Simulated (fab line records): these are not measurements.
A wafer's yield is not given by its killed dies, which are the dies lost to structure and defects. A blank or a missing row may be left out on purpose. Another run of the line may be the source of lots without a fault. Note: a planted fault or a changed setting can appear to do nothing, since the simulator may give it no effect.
2 desks looking at one fault ; flow sky130 ; every desk sees just its own numbers, and what lay behind them comes last

FROM THE METROLOGY DESK
What the gauges read, lot by lot, whatever tool the lot ran on: means of the sampled wafers that have a number. Any lot whose mean is over 4 standard deviations away from the usual mean is out of limits and marked OUT; that distance is given in the brackets.
Columns: A = cd nm at SKY_METAL3_CD_MEAS_13, usual 300.0 nm; B = METAL3_OVL at SKY_METAL3_OVL_MEAS_14, usual -1 nm
lot;first seen here;A;B
L450;day 40 02:25;299.7;-3
L452;day 40 17:01;300.3;-3
L455;day 41 15:08;301.7;-5
L457;day 42 08:47;299.2;2
L458;day 42 14:34;300.4;-5
L468;day 45 04:19;297.2;-7
L466;day 45 07:44;298.2;1
Finding of this desk: none of the 7 lots has anything out of limits.

TOOL OWNER'S DESK, rie metal-02
The tool's own readings at SKY_METAL3_METAL_ETCH_18 (etches the open film in Cl2/BCl3, stops on SiO2, target depth 845 nm, time 183.1 s): means of the sampled wafers that have a number, for each lot that ran on this tool. Any lot whose mean is over 4 standard deviations away from the usual mean is out of limits and marked OUT; that distance is given in the brackets.
Columns: A = drypump motor current A at SKY_METAL3_METAL_ETCH_18, usual 5.57 A; B = oes product au at SKY_METAL3_METAL_ETCH_18, usual 0.864 a.u.; C = throttle valve pct at SKY_METAL3_METAL_ETCH_18, usual 22.265 %
lot;first seen here;A;B;C
L450;day 40 02:43;5.46;0.861;22.274
L455;day 41 15:26;5.64;0.869;22.264
L457;day 42 09:04;5.79;0.871;22.257
L458;day 42 14:52;5.82;0.875;22.250
L468;day 45 04:35;5.28;0.872;22.274
L466;day 45 08:01;5.65;0.848;22.248
Finding of this desk: none of the 6 lots has anything out of limits.

TAKEN TOGETHER
From the metrology desk's view, nothing was out of limits.
The desk of the tool owner found nothing out of limits.

WHAT THE SIMULATOR HAD INSERTED
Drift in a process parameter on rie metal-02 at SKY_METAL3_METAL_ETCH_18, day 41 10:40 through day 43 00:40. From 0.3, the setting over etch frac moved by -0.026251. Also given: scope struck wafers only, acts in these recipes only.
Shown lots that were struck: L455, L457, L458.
